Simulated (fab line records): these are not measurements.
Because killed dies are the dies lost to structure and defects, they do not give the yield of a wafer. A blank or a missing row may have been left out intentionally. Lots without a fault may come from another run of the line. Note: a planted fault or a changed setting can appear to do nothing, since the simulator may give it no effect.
8D (eight disciplines) problem report, filled in by code / flow sky130 / the parts of the form that need people (team, actions taken, sign-off) are left out

## 1. THE ISSUE
oes-product-au at SKY_LI_CONTACT_ETCH_14 reads a mean of 0.895 a.u. on 6 wafers of 2 lots; wafers without a fault read 0.855 a.u. with a standard deviation of 0.0046. Relative to the usual mean, that is a shift of +8.8 standard deviations.
The step: etches BARC in N2/H2, stops on SiO2, time 45.9 s, target depth 60 nm.
The first sign was on wafer L758.3 at day 33 20:09, on rie-diel-02. Wafers with a number at this step in the record: 33, from 11 lots. By rule, "out" or "out of limits" means more than 4 standard deviations away from the usual mean. All remaining wafers that have a number are taken as sound.

## 2. WHAT IT IS, WHAT IT ISN'T
question=which readings at this step | is=oes-product-au | is not=drypump-motor-current-A, throttle-valve-pct
question=which lots | is=L758, L760 | is not=L747, L751, L753, L755, L761, L763, L766, L769, L770
question=which wafers of those lots | is=all that have a number | is not=-
question=read on which tools | is=rie-diel-02, rie-diel-04 | is not=rie-diel-01
question=when | is=from day 33 20:09 | is not=up to then (12 sound wafers); but 15 sound wafers of L761, L763, L766, L769, L770 came after

## 3. THE SUSPECTS, EACH WITH WHAT RULES IT OUT
Counting: a tool at any process step up to the reading remains a suspect when it ran all the lots that are out and ran no sound lot after the first of those.
- litho-track-01 at SKY_LI_CONTACT_COAT_06 (resist thk 60 nm): kept. It ran every lot that is out, first L758 (day 33 06:23), and no sound lot after that; its last sound lot up to then is L755 (day 32 14:47).
Remaining after the count: litho-track-01 at SKY_LI_CONTACT_COAT_06.

## 4. THE CAUSE (what the simulator had put in)
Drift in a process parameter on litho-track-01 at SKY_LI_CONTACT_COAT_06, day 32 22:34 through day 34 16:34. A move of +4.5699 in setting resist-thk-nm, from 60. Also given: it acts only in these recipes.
After counting, this tool was the only one left.

## 5. THE EFFECT CHAIN, in route order
Rows list readings where the struck wafers' mean (over those with a number) sits beyond 3 standard deviations from the usual. Readings are gone through only where the record gives a usual standard deviation; hours: the median, over the lots, of the time from a lot's start at the first step in this table giving one to that lot's start at this step; sigmas: the change measured in usual standard deviations.
hours=0; step=SKY_LI_CONTACT_ETCH_14; reading=oes-product-au; usual=0.855 a.u.; on struck wafers=0.895; change=+0.040; sigmas=+8.8
Here are the process steps it includes:
- SKY_LI_CONTACT_ETCH_14: etches BARC in N2/H2, stops on SiO2, time 45.9 s, target depth 60 nm.

## 6. HOW IT WOULD HAVE BEEN CAUGHT EARLIER
In this record no reading fell out of limits until day 33 20:09, 22 hours after the fault had begun at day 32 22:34.
By day 33 20:09, every lot that is out (2) had started SKY_LI_CONTACT_COAT_06 on litho-track-01. Tool hold at that time: it would have spared none of them.
